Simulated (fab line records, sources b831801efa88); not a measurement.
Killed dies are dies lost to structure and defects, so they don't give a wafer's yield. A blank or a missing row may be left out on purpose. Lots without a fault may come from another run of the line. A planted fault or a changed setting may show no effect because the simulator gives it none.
Chamber matching | flow sky130 | SKY_LI_CONTACT_CMP_24 on cmp-02: 4 sister chambers
The step polishes, stops on PSG, t overpolish 20 s, target thk 0 nm. 18 wafers are shown with their chamber, then 9 later ones without.

WAFERS WITH THEIR CHAMBER
wafer  | chamber | motor_current_A (A) | time_to_endpoint_s (s) | overpolish_run_s (s)
L277.2 | 2       | 12.1                | 95                     | 20.015
L277.3 | 0       | 10.5                | 92                     | 20.004
L277.5 | 0       | 10.2                | 89                     | 20.001
L278.2 | 2       | 12.7                | 92                     | 20.007
L278.5 | 3       | 13.3                | 97                     | 19.994
L278.6 | 2       | 12.2                | 100                    | 19.997
L280.1 | 1       | 11.0                | 99                     | 20.014
L280.4 | 3       | 13.3                | 96                     | 19.989
L280.6 | 3       | 13.2                | 92                     | 19.985
L283.1 | 2       | 12.3                | 97                     | 19.994
L283.3 | 3       | 12.6                | 99                     | 20.000
L283.6 | 3       | 13.5                | 102                    | 19.985
L286.1 | 0       | 10.0                | 93                     | 20.003
L286.2 | 3       | 13.2                | 100                    | 19.990
L286.5 | 0       | 9.9                 | 92                     | 20.007
L288.2 | 1       | 10.6                | 98                     | 19.994
L288.3 | 3       | 14.0                | 93                     | 20.004
L288.5 | 2       | 13.0                | 89                     | 20.010

SIGNATURES (means of the wafers above)
reading            | chamber 0 | chamber 1 | chamber 2 | chamber 3 | scatter within a chamber
motor_current_A    | 10.150    | 10.800    | 12.460    | 13.300    | 0.369
time_to_endpoint_s | 91.50     | 98.50     | 94.60     | 97.00     | 3.41
overpolish_run_s   | 20.00375  | 20.00400  | 20.00460  | 19.99243  | 0.00781
Rule: a wafer's distance from a chamber is the root of the sum, over the readings, of the square of ((its reading less the chamber's mean) divided by the reading's scatter). The wafer belongs to the nearest chamber; if the next one is less than 2 further off, it can't be placed. The scatter: the root of (the sum of the squares of (reading less its chamber's mean) over the shown wafers, divided by (wafers less chambers)).

WAFERS WITHOUT THEIR CHAMBER
wafer  | motor_current_A (A) | time_to_endpoint_s (s) | overpolish_run_s (s)
L289.1 | 10.3                | 93                     | 20.009
L289.2 | 14.2                | 102                    | 20.026
L289.3 | 12.7                | 91                     | 20.014
L291.1 | 9.9                 | 89                     | 20.001
L291.2 | 11.5                | 103                    | 19.997
L291.4 | 12.1                | 91                     | 19.989
L297.1 | 10.9                | 98                     | 19.982
L297.3 | 9.9                 | 91                     | 19.994
L297.5 | 10.2                | 87                     | 20.002

WHICH CHAMBER EACH WENT THROUGH
wafer  | from the rows above     | in truth
L289.1 | can't be placed: 0 or 1 | 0
L289.2 | can't be placed: 3 or 2 | 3
L289.3 | can't be placed: 2 or 3 | 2
L291.1 | 0                       | 0
L291.2 | can't be placed: 1 or 2 | 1
L291.4 | can't be placed: 2 or 3 | 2
L297.1 | can't be placed: 1 or 0 | 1
L297.3 | 0                       | 0
L297.5 | 0                       | 0
Placed correctly: 3 of 9. Can't be placed from these rows: 6 (the true chamber is among the candidates in 6). Placed wrongly: 0.
